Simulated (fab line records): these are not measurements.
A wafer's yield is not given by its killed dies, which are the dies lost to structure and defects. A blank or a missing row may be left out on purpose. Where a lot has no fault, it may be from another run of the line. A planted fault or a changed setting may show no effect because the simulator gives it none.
fab line records / flow gf180mcu
record lots=6 wafers=18 last_day=34
route steps=602 shown STI@24 DNWELL@32
lots with no fault: from the same line, run without faults
start_h: hours from the record's first day to the start of the lot's first wafer shown / wait_h: time in hours since the lot's previous step / " identical to the entry in the row above / L1.1+2: several wafers, shown together as one row / - either no value or no given start / * or withheld: withheld / < > ~ a bound
route shown NAME@n: NAME is a module with steps in the file, n the number in the route of the first one / usual: mean and standard deviation over wafers with no fault / same: alike in all rows / chamber/n: place in a boat / sites: each site's reading / _std_site: standard deviation across them / _edge_site: mean of outer sites minus mean of inner sites / radius_mm: how far each site lies from the wafer's centre / mask NAME#n: copy n / behind: the most recent tool/chamber to have shaped the wafer / hold: why the lot went on hold/how many hours it stayed there/how the hold came to an end / device: the transistor (n, p or np) that didn't switch / end of line: the tests these same wafers got at the end of their route / a step with no rows: only its recipe / killed: dies that structure and defects cost at the first sort, which is not the same as the wafer's yield / map: a wafer's dies, x killed, . not, _ none there
set.NAME: the setting that was run; set.NAME@STEP: the one run at that earlier step / model.NAME: the simulator's own value behind a step, which no gauge read
lots at some steps of the route; a table a step, a row a wafer
services: the hour from which a tool's chamber was out of use, counted from the record's first day as start_h (under 0 if before that day), plus the number of hours and why
## steps
# step GF_STI_CVD_23
# recipe material=SiO2 target_thk_nm=650 sigma_open_frac=0.3 time_s=108.3 temp_c=600 sih4_flow_sccm=60 pressure_mtorr=6
# step GF_STI_THK_MEAS_24
# recipe reads=SiO2_of_STI_CVD_23
# usual STI_CVD_23_THK=651/8.4
lot.wafer=L302.1 tool=film_metro-02 chamber=- start_h=23.71 wait_h=0.0 STI_CVD_23_THK[nm]=653
lot.wafer=L302.2 tool=film_metro-02 chamber=- start_h=23.71 wait_h=0.0 STI_CVD_23_THK[nm]=662
lot.wafer=L302.3 tool=film_metro-02 chamber=- start_h=23.71 wait_h=0.0 STI_CVD_23_THK[nm]=650
lot.wafer=L314.2 tool=film_metro-01 chamber=- start_h=90.04 wait_h=0.0 STI_CVD_23_THK[nm]=648
lot.wafer=L314.3 tool=film_metro-01 chamber=- start_h=90.04 wait_h=0.0 STI_CVD_23_THK[nm]=646
lot.wafer=L314.5 tool=film_metro-01 chamber=- start_h=90.04 wait_h=0.0 STI_CVD_23_THK[nm]=643
lot.wafer=L318.1 tool=film_metro-02 chamber=- start_h=110.74 wait_h=0.0 STI_CVD_23_THK[nm]=649
lot.wafer=L318.3 tool=film_metro-02 chamber=- start_h=110.74 wait_h=0.0 STI_CVD_23_THK[nm]=660
lot.wafer=L318.4 tool=film_metro-02 chamber=- start_h=110.74 wait_h=0.0 STI_CVD_23_THK[nm]=653
lot.wafer=L319.1 tool=film_metro-04 chamber=- start_h=114.42 wait_h=0.0 STI_CVD_23_THK[nm]=663
lot.wafer=L319.3 tool=film_metro-04 chamber=- start_h=114.42 wait_h=0.0 STI_CVD_23_THK[nm]=662
lot.wafer=L319.6 tool=film_metro-04 chamber=- start_h=114.42 wait_h=0.0 STI_CVD_23_THK[nm]=663
lot.wafer=L324.1 tool=film_metro-04 chamber=- start_h=141.96 wait_h=0.0 STI_CVD_23_THK[nm]=644
lot.wafer=L324.5 tool=film_metro-04 chamber=- start_h=141.96 wait_h=0.0 STI_CVD_23_THK[nm]=645
lot.wafer=L324.6 tool=film_metro-04 chamber=- start_h=141.96 wait_h=0.0 STI_CVD_23_THK[nm]=633
lot.wafer=L325.2 tool=film_metro-02 chamber=- start_h=146.13 wait_h=0.0 STI_CVD_23_THK[nm]=650
lot.wafer=L325.3 tool=film_metro-02 chamber=- start_h=146.13 wait_h=0.0 STI_CVD_23_THK[nm]=631
lot.wafer=L325.4 tool=film_metro-02 chamber=- start_h=146.13 wait_h=0.0 STI_CVD_23_THK[nm]=643
# step GF_STI_CMP_25
# recipe stop_on=Si3N4 t_overpolish_s=33 down_force_psi=4 platen_rpm=60 target_thk_nm=524.6 pad_velocity_m_s=0.94248
# usual motor_current_A=11.9/1.3 overpolish_run_s=33.000/0.0089 slurry_flow_ml_min=150.0/0.44 time_to_endpoint_s=122/3.5
lot.wafer=L302.3 tool=cmp-02 chamber=2 start_h=24.18 wait_h=0.4 motor_current_A=12.3 overpolish_run_s=32.993 slurry_flow_ml_min=150.9 time_to_endpoint_s=121
lot.wafer=L302.2 tool=cmp-02 chamber=3 start_h=24.18 wait_h=0.4 motor_current_A=11.4 overpolish_run_s=33.005 slurry_flow_ml_min=150.3 time_to_endpoint_s=128
lot.wafer=L302.1 tool=cmp-02 chamber=0 start_h=24.18 wait_h=0.4 motor_current_A=14.7 overpolish_run_s=32.998 slurry_flow_ml_min=150.3 time_to_endpoint_s=119
lot.wafer=L314.3 tool=cmp-02 chamber=0 start_h=90.09 wait_h=0.0 motor_current_A=14.2 overpolish_run_s=32.996 slurry_flow_ml_min=150.0 time_to_endpoint_s=121
lot.wafer=L314.2 tool=cmp-02 chamber=2 start_h=90.09 wait_h=0.0 motor_current_A=13.1 overpolish_run_s=32.995 slurry_flow_ml_min=150.2 time_to_endpoint_s=123
lot.wafer=L314.5 tool=cmp-02 chamber=1 start_h=90.09 wait_h=0.0 motor_current_A=11.2 overpolish_run_s=32.999 slurry_flow_ml_min=149.5 time_to_endpoint_s=118
lot.wafer=L318.4 tool=cmp-01 chamber=2 start_h=110.85 wait_h=0.1 motor_current_A=11.3 overpolish_run_s=33.002 slurry_flow_ml_min=149.6 time_to_endpoint_s=124
lot.wafer=L318.3 tool=cmp-01 chamber=3 start_h=110.85 wait_h=0.1 motor_current_A=11.5 overpolish_run_s=33.011 slurry_flow_ml_min=149.6 time_to_endpoint_s=123
lot.wafer=L318.1 tool=cmp-01 chamber=0 start_h=110.85 wait_h=0.1 motor_current_A=10.7 overpolish_run_s=33.000 slurry_flow_ml_min=149.8 time_to_endpoint_s=121
lot.wafer=L319.3 tool=cmp-02 chamber=2 start_h=114.53 wait_h=0.1 motor_current_A=13.1 overpolish_run_s=32.994 slurry_flow_ml_min=150.0 time_to_endpoint_s=126
lot.wafer=L319.1 tool=cmp-02 chamber=0 start_h=114.53 wait_h=0.1 motor_current_A=14.3 overpolish_run_s=32.990 slurry_flow_ml_min=150.6 time_to_endpoint_s=127
lot.wafer=L319.6 tool=cmp-02 chamber=1 start_h=114.53 wait_h=0.1 motor_current_A=11.4 overpolish_run_s=33.020 slurry_flow_ml_min=150.0 time_to_endpoint_s=126
lot.wafer=L324.1 tool=cmp-01 chamber=2 start_h=142.07 wait_h=0.1 motor_current_A=11.4 overpolish_run_s=33.010 slurry_flow_ml_min=150.2 time_to_endpoint_s=122
lot.wafer=L324.6 tool=cmp-01 chamber=1 start_h=142.07 wait_h=0.1 motor_current_A=12.8 overpolish_run_s=32.982 slurry_flow_ml_min=150.9 time_to_endpoint_s=126
lot.wafer=L324.5 tool=cmp-01 chamber=2 start_h=142.07 wait_h=0.1 motor_current_A=11.0 overpolish_run_s=33.001 slurry_flow_ml_min=149.7 time_to_endpoint_s=124
lot.wafer=L325.3 tool=cmp-01 chamber=0 start_h=146.18 wait_h=0.0 motor_current_A=10.2 overpolish_run_s=32.999 slurry_flow_ml_min=149.5 time_to_endpoint_s=124
lot.wafer=L325.2 tool=cmp-01 chamber=1 start_h=146.18 wait_h=0.0 motor_current_A=13.3 overpolish_run_s=33.005 slurry_flow_ml_min=149.7 time_to_endpoint_s=122
lot.wafer=L325.4 tool=cmp-01 chamber=3 start_h=146.18 wait_h=0.0 motor_current_A=11.7 overpolish_run_s=33.003 slurry_flow_ml_min=149.9 time_to_endpoint_s=122
# step GF_STI_WET_ETCH_26
# recipe chemistry=dHF target_depth_nm=94 target=SiO2 temp_c=25 dilution=10:1 time_s=188
# step GF_STI_WET_ETCH_27
# recipe chemistry=H3PO4 target_depth_nm=160 target=Si3N4 temp_c=160 time_s=1825
# step GF_STI_WET_ETCH_28
# recipe chemistry=dHF target_depth_nm=20 dry=ipa_marangoni target=SiO2 temp_c=25 dilution=10:1 time_s=40
# step GF_STI_OXIDATION_29
# recipe temp_c=900 ambient=O2 stabilise_s=600 purge_s=300 target_thk_a=100 ox_time_s=1418
# step GF_STI_THK_MEAS_30
# recipe reads=SiO2_of_STI_OXIDATION_29
# usual STI_OXIDATION_02_THK=10.04/0.18
lot.wafer=L302.1 tool=film_metro-04 chamber=- start_h=26.92 wait_h=0.0 STI_OXIDATION_02_THK[nm]=10.00
lot.wafer=L302.2 tool=film_metro-04 chamber=- start_h=26.92 wait_h=0.0 STI_OXIDATION_02_THK[nm]=9.93
lot.wafer=L302.3 tool=film_metro-04 chamber=- start_h=26.92 wait_h=0.0 STI_OXIDATION_02_THK[nm]=10.06
lot.wafer=L314.2 tool=film_metro-02 chamber=- start_h=92.92 wait_h=0.0 STI_OXIDATION_02_THK[nm]=10.14
lot.wafer=L314.3 tool=film_metro-02 chamber=- start_h=92.92 wait_h=0.0 STI_OXIDATION_02_THK[nm]=10.04
lot.wafer=L314.5 tool=film_metro-02 chamber=- start_h=92.92 wait_h=0.0 STI_OXIDATION_02_THK[nm]=10.13
lot.wafer=L318.1 tool=film_metro-02 chamber=- start_h=113.15 wait_h=0.0 STI_OXIDATION_02_THK[nm]=10.23
lot.wafer=L318.3 tool=film_metro-02 chamber=- start_h=113.15 wait_h=0.0 STI_OXIDATION_02_THK[nm]=10.23
lot.wafer=L318.4 tool=film_metro-02 chamber=- start_h=113.15 wait_h=0.0 STI_OXIDATION_02_THK[nm]=10.24
lot.wafer=L319.1 tool=film_metro-02 chamber=- start_h=116.84 wait_h=0.0 STI_OXIDATION_02_THK[nm]=9.85
lot.wafer=L319.3 tool=film_metro-02 chamber=- start_h=116.84 wait_h=0.0 STI_OXIDATION_02_THK[nm]=10.05
lot.wafer=L319.6 tool=film_metro-02 chamber=- start_h=116.84 wait_h=0.0 STI_OXIDATION_02_THK[nm]=9.93
lot.wafer=L324.1 tool=film_metro-04 chamber=- start_h=144.31 wait_h=0.0 STI_OXIDATION_02_THK[nm]=10.36
lot.wafer=L324.5 tool=film_metro-04 chamber=- start_h=144.31 wait_h=0.0 STI_OXIDATION_02_THK[nm]=10.08
lot.wafer=L324.6 tool=film_metro-04 chamber=- start_h=144.31 wait_h=0.0 STI_OXIDATION_02_THK[nm]=10.27
lot.wafer=L325.2 tool=film_metro-02 chamber=- start_h=148.99 wait_h=0.0 STI_OXIDATION_02_THK[nm]=10.34
lot.wafer=L325.3 tool=film_metro-02 chamber=- start_h=148.99 wait_h=0.0 STI_OXIDATION_02_THK[nm]=10.40
lot.wafer=L325.4 tool=film_metro-02 chamber=- start_h=148.99 wait_h=0.0 STI_OXIDATION_02_THK[nm]=10.30
# step GF_DNWELL_DEHYDRATE_00
# recipe temp_c=200 time_s=60
# step GF_DNWELL_HMDS_01
# recipe prime_time_s=60 prime_temp_c=120
# step GF_DNWELL_COAT_02
# recipe spin_rpm=2000 resist_thk_nm=3000
# step GF_DNWELL_SOFTBAKE_03
# recipe temp_c=110 time_s=withheld
# step GF_DNWELL_EXPOSE_04
# recipe mask_id=DNWELL target_cd_nm=1700 na=0.6 source_shape=conventional sigma_outer=0.6 dose_mj=260
# usual exposure_dose_mJ_cm2=259.95/0.28 focus_offset_nm=0.0/0.54
lot.wafer=L302.1 tool=iline_stepper-01 chamber=0 start_h=33.16 wait_h=- mask=DNWELL#0 exposure_dose_mJ_cm2=259.82 focus_offset_nm=-0.9
lot.wafer=L302.2 tool=iline_stepper-01 chamber=0 start_h=33.16 wait_h=- mask=DNWELL#0 exposure_dose_mJ_cm2=260.25 focus_offset_nm=-1.0
lot.wafer=L302.3 tool=iline_stepper-01 chamber=0 start_h=33.16 wait_h=- mask=DNWELL#0 exposure_dose_mJ_cm2=260.21 focus_offset_nm=-0.5
lot.wafer=L314.2 tool=iline_stepper-02 chamber=0 start_h=100.18 wait_h=- mask=DNWELL#0 exposure_dose_mJ_cm2=259.83 focus_offset_nm=0.5
lot.wafer=L314.3 tool=iline_stepper-02 chamber=0 start_h=100.18 wait_h=- mask=DNWELL#0 exposure_dose_mJ_cm2=259.38 focus_offset_nm=0.5
lot.wafer=L314.5 tool=iline_stepper-02 chamber=0 start_h=100.18 wait_h=- mask=DNWELL#0 exposure_dose_mJ_cm2=259.61 focus_offset_nm=0.3
lot.wafer=L318.1 tool=iline_stepper-02 chamber=- start_h=121.07 wait_h=- mask=DNWELL#0 exposure_dose_mJ_cm2=- focus_offset_nm=-
lot.wafer=L318.3 tool=iline_stepper-02 chamber=- start_h=121.07 wait_h=- mask=DNWELL#0 exposure_dose_mJ_cm2=- focus_offset_nm=-
lot.wafer=L318.4 tool=iline_stepper-02 chamber=- start_h=121.07 wait_h=- mask=DNWELL#0 exposure_dose_mJ_cm2=- focus_offset_nm=-
lot.wafer=L319.1 tool=iline_stepper-02 chamber=- start_h=124.63 wait_h=- mask=DNWELL#0 exposure_dose_mJ_cm2=- focus_offset_nm=-
lot.wafer=L319.3 tool=iline_stepper-02 chamber=- start_h=124.63 wait_h=- mask=DNWELL#0 exposure_dose_mJ_cm2=- focus_offset_nm=-
lot.wafer=L319.6 tool=iline_stepper-02 chamber=- start_h=124.63 wait_h=- mask=DNWELL#0 exposure_dose_mJ_cm2=- focus_offset_nm=-
lot.wafer=L324.1 tool=iline_stepper-02 chamber=0 start_h=151.96 wait_h=- mask=DNWELL#0 exposure_dose_mJ_cm2=259.56 focus_offset_nm=-0.7
lot.wafer=L324.5 tool=iline_stepper-02 chamber=0 start_h=151.96 wait_h=- mask=DNWELL#0 exposure_dose_mJ_cm2=259.71 focus_offset_nm=-0.4
lot.wafer=L324.6 tool=iline_stepper-02 chamber=0 start_h=151.96 wait_h=- mask=DNWELL#0 exposure_dose_mJ_cm2=259.87 focus_offset_nm=-0.4
lot.wafer=L325.2 tool=iline_stepper-02 chamber=0 start_h=157.37 wait_h=- mask=DNWELL#0 exposure_dose_mJ_cm2=260.05 focus_offset_nm=0.2
lot.wafer=L325.3 tool=iline_stepper-02 chamber=0 start_h=157.37 wait_h=- mask=DNWELL#0 exposure_dose_mJ_cm2=260.14 focus_offset_nm=0.7
lot.wafer=L325.4 tool=iline_stepper-02 chamber=0 start_h=157.37 wait_h=- mask=DNWELL#0 exposure_dose_mJ_cm2=259.93 focus_offset_nm=-0.2
# step GF_DNWELL_PEB_05
# recipe temp_c=115 time_s=withheld
# step GF_DNWELL_DEVELOP_06
# recipe wall_angle_deg=90 develop_time_s=60 dev_temp_c=23
# step GF_DNWELL_IMPLANT_07
# recipe species=P energy_kev=1489 dose_cm2=1e+13 tilt_deg=0
# step GF_DNWELL_STRIP_08
# recipe chemistry=O2/N2 power_w=1400 pressure_mtorr=1500 platen_temp_c=250 o2_flow_sccm=3000 n2_flow_sccm=300 overash_fraction=0.5
# usual drypump_motor_current_A=5.7/0.3 heater_power_w=346/23 oes_product_au=0.722/0.0049 platen_temp_c=249.97/0.18 strip_time_to_endpoint_s=36.97/0.097
lot.wafer=L302.1 tool=plasma_asher-03 chamber=0 start_h=38.48 wait_h=0.1 drypump_motor_current_A=5.5 heater_power_w=315 oes_product_au=0.728 platen_temp_c=249.97 rf_hours_counter_h=26 strip_time_to_endpoint_s=37.03
lot.wafer=L302.2 tool=plasma_asher-03 chamber=1 start_h=38.48 wait_h=0.1 drypump_motor_current_A=5.8 heater_power_w=330 oes_product_au=0.725 platen_temp_c=249.59 rf_hours_counter_h=26 strip_time_to_endpoint_s=37.00
lot.wafer=L302.3 tool=plasma_asher-03 chamber=0 start_h=38.48 wait_h=0.1 drypump_motor_current_A=5.4 heater_power_w=323 oes_product_au=0.724 platen_temp_c=249.99 rf_hours_counter_h=- strip_time_to_endpoint_s=36.98
lot.wafer=L314.2 tool=plasma_asher-01 chamber=0 start_h=106.38 wait_h=0.1 drypump_motor_current_A=5.8 heater_power_w=370 oes_product_au=0.723 platen_temp_c=249.83 rf_hours_counter_h=43 strip_time_to_endpoint_s=37.00
lot.wafer=L314.3 tool=plasma_asher-01 chamber=1 start_h=106.38 wait_h=0.1 drypump_motor_current_A=5.3 heater_power_w=348 oes_product_au=0.729 platen_temp_c=249.96 rf_hours_counter_h=- strip_time_to_endpoint_s=36.99
lot.wafer=L314.5 tool=plasma_asher-01 chamber=0 start_h=106.38 wait_h=0.1 drypump_motor_current_A=5.8 heater_power_w=390 oes_product_au=0.715 platen_temp_c=250.06 rf_hours_counter_h=- strip_time_to_endpoint_s=37.01
lot.wafer=L318.1 tool=plasma_asher-01 chamber=0 start_h=127.85 wait_h=0.1 drypump_motor_current_A=5.8 heater_power_w=374 oes_product_au=0.715 platen_temp_c=249.78 rf_hours_counter_h=45 strip_time_to_endpoint_s=37.02
lot.wafer=L318.3 tool=plasma_asher-01 chamber=1 start_h=127.85 wait_h=0.1 drypump_motor_current_A=5.3 heater_power_w=345 oes_product_au=0.727 platen_temp_c=249.92 rf_hours_counter_h=- strip_time_to_endpoint_s=36.99
lot.wafer=L318.4 tool=plasma_asher-01 chamber=0 start_h=127.85 wait_h=0.1 drypump_motor_current_A=5.8 heater_power_w=366 oes_product_au=0.716 platen_temp_c=250.00 rf_hours_counter_h=- strip_time_to_endpoint_s=37.02
lot.wafer=L319.1 tool=plasma_asher-03 chamber=1 start_h=131.83 wait_h=0.1 drypump_motor_current_A=5.9 heater_power_w=322 oes_product_au=0.722 platen_temp_c=250.04 rf_hours_counter_h=36 strip_time_to_endpoint_s=36.89
lot.wafer=L319.3 tool=plasma_asher-03 chamber=0 start_h=131.83 wait_h=0.1 drypump_motor_current_A=5.5 heater_power_w=320 oes_product_au=0.723 platen_temp_c=250.22 rf_hours_counter_h=- strip_time_to_endpoint_s=36.84
lot.wafer=L319.6 tool=plasma_asher-03 chamber=0 start_h=131.83 wait_h=0.1 drypump_motor_current_A=5.5 heater_power_w=317 oes_product_au=0.719 platen_temp_c=250.13 rf_hours_counter_h=- strip_time_to_endpoint_s=36.86
lot.wafer=L324.1 tool=plasma_asher-02 chamber=0 start_h=159.79 wait_h=0.1 drypump_motor_current_A=6.2 heater_power_w=389 oes_product_au=0.725 platen_temp_c=250.05 rf_hours_counter_h=4 strip_time_to_endpoint_s=36.91
lot.wafer=L324.5 tool=plasma_asher-02 chamber=0 start_h=159.79 wait_h=0.1 drypump_motor_current_A=6.2 heater_power_w=379 oes_product_au=0.715 platen_temp_c=250.22 rf_hours_counter_h=- strip_time_to_endpoint_s=36.94
lot.wafer=L324.6 tool=plasma_asher-02 chamber=1 start_h=159.79 wait_h=0.1 drypump_motor_current_A=6.0 heater_power_w=317 oes_product_au=0.717 platen_temp_c=249.97 rf_hours_counter_h=- strip_time_to_endpoint_s=36.86
lot.wafer=L325.2 tool=plasma_asher-02 chamber=0 start_h=164.84 wait_h=0.1 drypump_motor_current_A=6.2 heater_power_w=380 oes_product_au=0.722 platen_temp_c=249.62 rf_hours_counter_h=5 strip_time_to_endpoint_s=37.11
lot.wafer=L325.3 tool=plasma_asher-02 chamber=0 start_h=164.84 wait_h=0.1 drypump_motor_current_A=6.1 heater_power_w=377 oes_product_au=0.713 platen_temp_c=250.05 rf_hours_counter_h=- strip_time_to_endpoint_s=37.05
lot.wafer=L325.4 tool=plasma_asher-02 chamber=1 start_h=164.84 wait_h=0.1 drypump_motor_current_A=5.9 heater_power_w=317 oes_product_au=0.724 platen_temp_c=249.69 rf_hours_counter_h=- strip_time_to_endpoint_s=36.97
# step GF_DNWELL_TW_MEAS_09
# usual DNWELL_TW=1350/10
lot.wafer=L302.1 tool=film_metro-04 chamber=- start_h=38.58 wait_h=0.1 hold=- DNWELL_TW=1345
lot.wafer=L302.2 tool=film_metro-04 chamber=- start_h=38.58 wait_h=0.1 hold=- DNWELL_TW=1337
lot.wafer=L302.3 tool=film_metro-04 chamber=- start_h=38.58 wait_h=0.1 hold=- DNWELL_TW=1344
lot.wafer=L314.2 tool=film_metro-02 chamber=- start_h=106.49 wait_h=0.1 hold=- DNWELL_TW=1350
lot.wafer=L314.3 tool=film_metro-02 chamber=- start_h=106.49 wait_h=0.1 hold=- DNWELL_TW=1344
lot.wafer=L314.5 tool=film_metro-02 chamber=- start_h=106.49 wait_h=0.1 hold=- DNWELL_TW=1355
lot.wafer=L318.1 tool=film_metro-03 chamber=- start_h=127.95 wait_h=0.1 hold=await_dispo/0.2h/release DNWELL_TW=31
lot.wafer=L318.3 tool=film_metro-03 chamber=- start_h=127.95 wait_h=0.1 hold=await_dispo/0.2h/release DNWELL_TW=31
lot.wafer=L318.4 tool=film_metro-03 chamber=- start_h=127.95 wait_h=0.1 hold=await_dispo/0.2h/release DNWELL_TW=31
lot.wafer=L318.1 tool=film_metro-03 chamber=- start_h=128.17 wait_h=0.2 hold=- DNWELL_TW=31
lot.wafer=L318.3 tool=film_metro-03 chamber=- start_h=128.17 wait_h=0.2 hold=- DNWELL_TW=31
lot.wafer=L318.4 tool=film_metro-03 chamber=- start_h=128.17 wait_h=0.2 hold=- DNWELL_TW=31
lot.wafer=L319.1 tool=film_metro-04 chamber=- start_h=131.93 wait_h=0.1 hold=await_dispo/0.2h/release DNWELL_TW=31
lot.wafer=L319.3 tool=film_metro-04 chamber=- start_h=131.93 wait_h=0.1 hold=await_dispo/0.2h/release DNWELL_TW=31
lot.wafer=L319.6 tool=film_metro-04 chamber=- start_h=131.93 wait_h=0.1 hold=await_dispo/0.2h/release DNWELL_TW=31
lot.wafer=L319.1 tool=film_metro-04 chamber=- start_h=132.16 wait_h=0.2 hold=- DNWELL_TW=31
lot.wafer=L319.3 tool=film_metro-04 chamber=- start_h=132.16 wait_h=0.2 hold=- DNWELL_TW=31
lot.wafer=L319.6 tool=film_metro-04 chamber=- start_h=132.16 wait_h=0.2 hold=- DNWELL_TW=31
lot.wafer=L324.1 tool=film_metro-03 chamber=- start_h=159.89 wait_h=0.1 hold=- DNWELL_TW=1369
lot.wafer=L324.5 tool=film_metro-03 chamber=- start_h=159.89 wait_h=0.1 hold=- DNWELL_TW=1367
lot.wafer=L324.6 tool=film_metro-03 chamber=- start_h=159.89 wait_h=0.1 hold=- DNWELL_TW=1367
lot.wafer=L325.2 tool=film_metro-03 chamber=- start_h=164.95 wait_h=0.1 hold=- DNWELL_TW=1374
lot.wafer=L325.3 tool=film_metro-03 chamber=- start_h=164.95 wait_h=0.1 hold=- DNWELL_TW=1366
lot.wafer=L325.4 tool=film_metro-03 chamber=- start_h=164.95 wait_h=0.1 hold=- DNWELL_TW=1369
## services
tool=plasma_asher-02 chamber=- start_h=3.13 hours=5.8 kind=repair
tool=cmp-02 chamber=- start_h=4.56 hours=14.8 kind=repair
tool=cmp-01 chamber=- start_h=8.55 hours=32.4 kind=repair
tool=cmp-02 chamber=- start_h=9.04 hours=0.4 kind=repair
tool=cmp-01 chamber=- start_h=40.94 hours=3.8 kind=pm
tool=cmp-02 chamber=- start_h=44.50 hours=1.3 kind=repair
tool=iline_stepper-02 chamber=0 start_h=59.15 hours=- kind=calibration
tool=cmp-02 chamber=- start_h=64.00 hours=4.0 kind=pm
tool=cmp-01 chamber=- start_h=64.38 hours=0.2 kind=repair
tool=plasma_asher-01 chamber=- start_h=78.91 hours=3.9 kind=repair
tool=iline_stepper-01 chamber=- start_h=89.74 hours=0.6 kind=repair
tool=iline_stepper-01 chamber=- start_h=90.31 hours=1.7 kind=pm
tool=plasma_asher-01 chamber=- start_h=96.67 hours=2.3 kind=repair
tool=cmp-02 chamber=- start_h=100.31 hours=1.6 kind=repair
tool=iline_stepper-02 chamber=- start_h=102.14 hours=4.4 kind=pm
tool=plasma_asher-02 chamber=- start_h=108.75 hours=9.0 kind=pm
tool=cmp-01 chamber=- start_h=114.27 hours=0.6 kind=repair
tool=cmp-02 chamber=- start_h=125.07 hours=0.9 kind=repair
tool=iline_stepper-02 chamber=- start_h=140.36 hours=1.7 kind=repair
tool=cmp-02 chamber=- start_h=140.90 hours=2.1 kind=repair
tool=iline_stepper-02 chamber=- start_h=144.37 hours=1.7 kind=pm
tool=cmp-02 chamber=- start_h=144.54 hours=1.7 kind=repair
tool=cmp-02 chamber=- start_h=161.82 hours=0.6 kind=repair
tool=plasma_asher-03 chamber=- start_h=163.02 hours=3.9 kind=repair
## key
first_sign step=GF_DNWELL_EXPOSE_04 reading=tool_record direction=missing
effect step=GF_DNWELL_TW_MEAS_09 reading=visit direction=added
effect step=GF_DNWELL_TW_MEAS_09 reading=DNWELL_TW direction=down sigmas=99+ usual=1350 struck=31
met_at GF_DNWELL_EXPOSE_04
struck_wafers L318.1,L318.3,L318.4,L319.1,L319.3,L319.6
scrapped_behind GF_DNWELL_TW_MEAS_09 L318.1,L318.3,L318.4,L319.1,L319.3,L319.6
onset_between 100.18 121.07
fault kind=skipped_step_whole tool=iline_stepper-02 chamber=- onset_h=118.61 steps=GF_DNWELL_EXPOSE_04 scope=struck_lots_only
